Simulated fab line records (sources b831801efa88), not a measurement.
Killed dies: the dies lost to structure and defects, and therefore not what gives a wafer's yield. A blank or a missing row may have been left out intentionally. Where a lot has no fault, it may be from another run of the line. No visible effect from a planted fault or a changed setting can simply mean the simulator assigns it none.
A struck lot beside a sound one | flow sfq line | 15 out of 325 route steps
Sound: the wafers L896.1, L896.2, L896.3. Struck: wafer L910.2 (L910.3, L910.5, from the same lot, were not struck and are left out); the cause is given at the end.
Each step with rows lists, per side, the tool, then ch with its chambers, then its first start. Under that, the readings that differ: sound wafers | struck wafers | difference of the means | sigmas: that difference in standard deviations of wafers without a fault.
alike: words and numbers the same on both sides, and readings whose means are apart by under 2 such deviations; not compared: readings that were withheld, readings missing a value for some wafer, numbers with overlapping values and no deviation given by the record, and bounds like >300 which may hide the same value.
A row with sigmas, a row that says differs or no value, or rows on one side alone: a step with any of these is where the two part. Numbers that have no deviation but don't overlap get no sigmas and don't part them. A reading that every wafer of one side lacks parts them only if that side has two wafers or more.

SFQ_TRILAYER_L0_BARC_OPEN_METAL_ETCH_010: etches BARC in O2, target depth 125 nm, time 41.7 s.
  sound on rie metal-03 ch 0,1, day 3 13:49; struck on rie metal-04 ch 1, day 6 16:19
  alike: drypump motor current A, oes product au, run length s
  not compared: rf hours counter h
SFQ_TRILAYER_L0_ETCH_METAL_ETCH_008: etches MoNx KI in SF6/O2, stops on SiO2, target depth 50 nm, time 25 s.
  sound on rie metal-03 ch 0,1, day 3 13:53; struck on rie metal-04 ch 1, day 6 16:23
  alike: drypump motor current A, oes product au, run length s
  not compared: rf hours counter h
SFQ_TRILAYER_L0_STRIP_STRIP_009: strips in O2.
  sound on rie metal-03 ch 0,1, day 3 13:55; struck on rie metal-04 ch 1, day 6 16:25
  reading               | sound             | struck | difference | sigmas
  oes product au (a.u.) | 0.990 0.982 0.987 | 1.017  | +0.031     | +4
  alike: drypump motor current A
  not compared: rf hours counter h
then, 1 step without rows for these wafers: SFQ_TRILAYER_L0_STRIP_SOLV_CLEAN_010 (cleans in NMP, time 600 s).
SFQ_TRILAYER_L0_CAP_PECVD_011: deposits SiO2 from SiH4/N2O, time 13.333 s, target thk 60 nm.
  sound on pecvd-02 ch 0,1,2, day 3 14:42; struck on pecvd-03 ch 1, day 6 17:12
  alike: heater power w, throttle valve pct
then, 6 steps without rows for these wafers: SFQ_TRILAYER_L0_VIA_LITHO_COAT_018 (resist thk 62 nm); SFQ_TRILAYER_L0_VIA_LITHO_COAT_013 (resist thk 650 nm); SFQ_TRILAYER_L0_VIA_LITHO_SOFTBAKE_017; SFQ_TRILAYER_L0_VIA_LITHO_EXPOSE_014 (exposes mask L0V, target cd 700 nm); SFQ_TRILAYER_L0_VIA_LITHO_PEB_016 (peb time 60 s); SFQ_TRILAYER_L0_VIA_LITHO_DEVELOP_015 (time 60 s).
-- the record jumps here: 3 days lie between the struck wafers' starts before and after --
SFQ_L0V_OVL_MEAS_903:
  sound on overlay-02, day 5 03:40; struck on overlay-01, day 9 06:10
  alike: L0V_OVL
SFQ_TRILAYER_L0_VIA_BARC_OPEN_VIA_ETCH_021: etches BARC in O2, target depth 125 nm, time 41.7 s.
  sound on rie diel-03 ch 0,1,3, day 5 03:42; struck on rie diel-03 ch 0, day 9 06:12
  reading                                                 | sound             | struck | difference | sigmas
  oes product au (a.u.)                                   | 0.684 0.681 0.683 | 0.753  | +0.070     | +15
  rf hours counter h (h)                                  | 66 51 6           | 68     | +27        |
  run length s (s)                                        | 69.1 69.7 70.4    | 64.8   | -4.9       | -10
  model.KrF_of_TRILAYER_L0_VIA_LITHO_COAT_013.thk nm (nm) | 573.5 575.4 574.2 | 579.7  | +5.3       |
  alike: drypump motor current A
SFQ_TRILAYER_L0_VIA_ETCH_VIA_ETCH_016: etches SiO2 in CHF3, stops on MoNx KI, target depth 80 nm.
  sound on rie diel-03 ch 0,1,3, day 5 03:44; struck on rie diel-03 ch 0, day 9 06:14
  reading                                                 | sound             | struck | difference | sigmas
  oes product au (a.u.)                                   | 0.845 0.845 0.851 | 0.832  | -0.015     | -2
  model.KrF_of_TRILAYER_L0_VIA_LITHO_COAT_013.thk nm (nm) | 559.6 561.6 560.5 | 566.1  | +5.5       |
  alike: drypump motor current A
SFQ_TRILAYER_L0_VIA_STRIP_STRIP_017: strips in O2.
  sound on rie metal-01 ch 0, day 5 03:47; struck on rie metal-03 ch 1, day 9 06:17
  alike: drypump motor current A, oes product au
  not compared: rf hours counter h

## WHERE THEY PART
Earliest at SFQ_TRILAYER_L0_STRIP_STRIP_009; latest, in this record, at SFQ_TRILAYER_L0_VIA_ETCH_VIA_ETCH_016. Later steps at which nothing parts them and some readings are alike: SFQ_TRILAYER_L0_VIA_STRIP_STRIP_017.

WHY: the cause the simulator had injected
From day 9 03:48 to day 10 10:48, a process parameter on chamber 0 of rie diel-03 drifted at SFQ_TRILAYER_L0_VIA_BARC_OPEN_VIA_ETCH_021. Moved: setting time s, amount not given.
